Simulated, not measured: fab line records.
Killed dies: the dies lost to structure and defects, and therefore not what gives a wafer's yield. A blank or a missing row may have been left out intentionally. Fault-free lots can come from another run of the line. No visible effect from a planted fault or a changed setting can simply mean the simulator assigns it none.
Struck lot and sound lot, side by side ; flow sky130 ; 15 out of 708 route steps
Sound: wafers L293.1, L293.4, L293.6. Struck: wafers L310.1, L310.4, L310.5. The cause is named last.
Per side, at each step with rows, come the tool, then ch with its chambers, and then its first start. Under that, the readings that differ: sound wafers ; struck wafers ; difference of the means ; sigmas: that difference in standard deviations of wafers without a fault.
alike: readings with means less than 2 such deviations apart, plus words and numbers identical on both sides. not compared: withheld readings, readings lacking a value on some wafer, bounds such as >300 that could conceal the same value, and numbers that have no deviation in the record and whose values overlap.
A row with sigmas, a row that says differs or no value, or rows on one side alone: a step with any of these is where the two part. When numbers do not overlap yet have no deviation, they are printed without sigmas and do not part them. A reading that every wafer of one side lacks parts them only if that side has two wafers or more.

SKY_FIELD_ISO_BOW_MEAS_00:
  sound: film metro-04 at day 2 01:00; struck: film metro-02 at day 5 14:00
  alike: INCOMING_BOW
then, 1 step without rows for these wafers: SKY_FIELD_ISO_OXIDATION_01 (stabilise 600 s, purge 300 s, target thk 12 nm).
SKY_FIELD_ISO_THK_MEAS_02:
  sound: film metro-01 at day 2 03:55; struck: film metro-02 at day 5 16:16
reading;sound;struck;difference;sigmas
FIELD_ISO_OXIDATION_00_THK (nm);11.53 11.71 11.40;12.32 12.53 12.29;+0.83;+3
then, 1 step without rows for these wafers: SKY_FIELD_ISO_CVD_03 (deposits Si3N4 from DCS/NH3, target thk 165 nm, time 2830 s).
SKY_FIELD_ISO_THK_MEAS_04:
  sound: film metro-04 at day 2 06:50; struck: film metro-02 at day 5 18:32
  alike: FIELD_ISO_CVD_03_THK
then, 7 steps without rows for these wafers: SKY_FIELD_ISO_DEHYDRATE_05 (time 60 s); SKY_FIELD_ISO_HMDS_06 (prime time 60 s); SKY_FIELD_ISO_COAT_07 (resist thk 60 nm); SKY_FIELD_ISO_COAT_08 (resist thk 450 nm); SKY_FIELD_ISO_SOFTBAKE_09 (time 90 s); SKY_FIELD_ISO_EXPOSE_10 (exposes mask FOM, target cd 150 nm); SKY_FIELD_ISO_PEB_11.
SKY_FIELD_ISO_DEVELOP_12: develop time 60 s.
  sound on litho track-02 ch 0, day 2 21:00; struck on litho track-01 ch 0, day 6 13:00
reading;sound;struck;difference;sigmas
developer temp C (C);21.03 21.03 21.13;20.44 20.23 20.22;-0.77;-6
  alike: chill plate temp C
SKY_FIELD_ISO_CD_MEAS_13: target cd 150 nm.
  sound: cd sem-01 at day 2 21:34; struck: cd sem-01 at day 6 13:26
  alike: cd nm
-- here the record skips 44 days between the struck wafers' starts before and after, leaving off in module FIELD_ISO and picking up in module PAD_OPEN (first step shown: number 708 of the route) --
SKY_PAD_OPEN_PROBE_99:
  sound: prober-01 at day 46 22:20; struck: prober-01 at day 50 08:03
  alike: killed_at_M0_to_M3, killed_at_M4_up, killed at contacts, killed at front end, killed at other, killed dies, killed open, killed short

== WHERE THEY PART ==
Last at SKY_FIELD_ISO_DEVELOP_12 as far as this record goes, first at SKY_FIELD_ISO_THK_MEAS_02. Later steps at which nothing parts them and some readings are alike: SKY_FIELD_ISO_CD_MEAS_13, SKY_PAD_OPEN_PROBE_99.

WHY: the cause the simulator had injected
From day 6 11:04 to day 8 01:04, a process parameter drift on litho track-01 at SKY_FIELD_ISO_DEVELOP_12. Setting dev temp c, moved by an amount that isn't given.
